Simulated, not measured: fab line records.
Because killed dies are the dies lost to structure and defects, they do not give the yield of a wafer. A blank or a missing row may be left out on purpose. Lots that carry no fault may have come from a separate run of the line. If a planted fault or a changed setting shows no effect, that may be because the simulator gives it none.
A struck lot beside a sound one    flow gf180mcu    17 out of 602 route steps
Sound: these wafers, L587.2, L587.4, L587.5. Wafers struck: L599.2, L599.4, L599.6. At the end, the cause is stated.
Each step with rows lists, per side, the tool, then ch with its chambers, then its first start. Under that, the readings that differ: sound wafers    struck wafers    difference of the means    sigmas: that difference in standard deviations of wafers without a fault.
alike: same words and numbers on both sides, and readings whose means sit less than 2 such deviations apart. not compared: any withheld reading, any reading some wafer has no value for, any bound like >300 that may hide the same value, and any number with overlapping values for which the record gives no deviation.
Wherever a step has rows on one side only, a row that says differs or no value, or a row with sigmas, the two part there. Numbers that don't overlap but have no deviation are shown without sigmas and don't part them. A reading that every wafer of one side lacks parts them only if that side has two wafers or more.

first, 4 steps without rows for these wafers: GF_SAB_SOFTBAKE_05 (time 60 s); GF_SAB_EXPOSE_06 (exposes mask SAB, target cd 420 nm); GF_SAB_PEB_07; GF_SAB_DEVELOP_08 (develop time 60 s).
GF_SAB_CD_MEAS_09: target cd 420 nm.
  sound: cdSem-01 at day 16 15:44; struck: cdSem-01 at day 20 14:41
  alike: cdNm
GF_SAB_OVL_MEAS_10:
  sound: overlay-01 at day 16 15:50; struck: overlay-02 at day 20 14:47
  alike: SAB_OVL
GF_SAB_ETCH_11: etches SiO2 in C4F8/O2/Ar, target depth 55 nm, time 8.5 s.
  sound on rieDiel-01 ch 0,1,3, day 16 15:52; struck on rieDiel-04 ch 2,3, day 20 14:49
  alike: oesProductAu
  not compared: rfHoursCounterH
then, 1 step without rows for these wafers: GF_SAB_WET_ETCH_12 (etches SiO2 in dHF, target depth 22 nm, time 440 s).
GF_SAB_STRIP_13: strips in O2/N2.
  sound on plasmaAsher-03 ch 1, day 16 16:02; struck on plasmaAsher-03 ch 1, day 20 14:59
  alike: drypumpMotorCurrentA, heaterPowerW, oesProductAu, stripTimeToEndpointS
  not compared: rfHoursCounterH
then, 2 steps without rows for these wafers: GF_SALICIDE_CLEAN_00 (cleans in SC1/SC2, time 150 s); GF_SALICIDE_WET_ETCH_01 (etches SiO2 in dHF, target depth 5 nm, time 100 s).
GF_SALICIDE_SPUTTER_02: material Co, target thk 10 nm, time 20 s.
  sound: pvdSputter-01 at day 16 16:13; struck: pvdSputter-01 at day 20 15:11
  alike: throttleValvePct
GF_SALICIDE_SPUTTER_03: material TiN, target thk 20 nm, time 16.7 s.
  sound: pvdSputter-01 at day 16 16:14; struck: pvdSputter-01 at day 20 15:12
reading                                      sound              struck             difference  sigmas
model.TiN_of_SALICIDE_SPUTTER_03.thkNm (nm)  20.29 19.53 19.44  16.07 15.09 15.45  -4.22       
  alike: throttleValvePct
GF_SALICIDE_RS_MEAS_04: measures by four-point-probe.
  sound: filmMetro-03 at day 16 16:17; struck: filmMetro-03 at day 20 15:15
reading                   sound           struck          difference  sigmas
SALICIDE_TIN_RS (ohm/sq)  16.9 16.2 16.1  18.0 18.0 17.9  +1.6        +4
GF_SALICIDE_THK_MEAS_05: measures by xrf.
  sound: filmMetro-03 at day 16 16:24; struck: filmMetro-03 at day 20 15:22
reading                sound           struck          difference  sigmas
SALICIDE_TIN_THK (nm)  20.3 19.4 19.4  16.0 15.0 15.4  -4.2        -12
GF_SALICIDE_RTA_06: time 30 s.
  sound on rtpAnneal-01 ch 0, day 16 16:28; struck on rtpAnneal-02 ch 0, day 20 15:26
reading           sound        struck       difference  sigmas
lampPowerPct (%)  7.5 7.5 7.5  6.0 6.0 6.0  -1.5        -2
  alike: wafer_temp_C_max
-- the record jumps here: 13 days lie between the struck wafers' starts before and after (it left off in module SALICIDE and takes up again in module PASSIVATION, whose first step shown is number 602 of the route) --
GF_PASSIVATION_PROBE_99:
  rows exist in the record for the struck wafers here (prober-02, day 33 07:01), but not for the sound ones

== WHERE THEY PART ==
At GF_SALICIDE_RS_MEAS_04 first; at GF_PASSIVATION_PROBE_99 last (within this record only).

WHY: the cause the simulator had injected
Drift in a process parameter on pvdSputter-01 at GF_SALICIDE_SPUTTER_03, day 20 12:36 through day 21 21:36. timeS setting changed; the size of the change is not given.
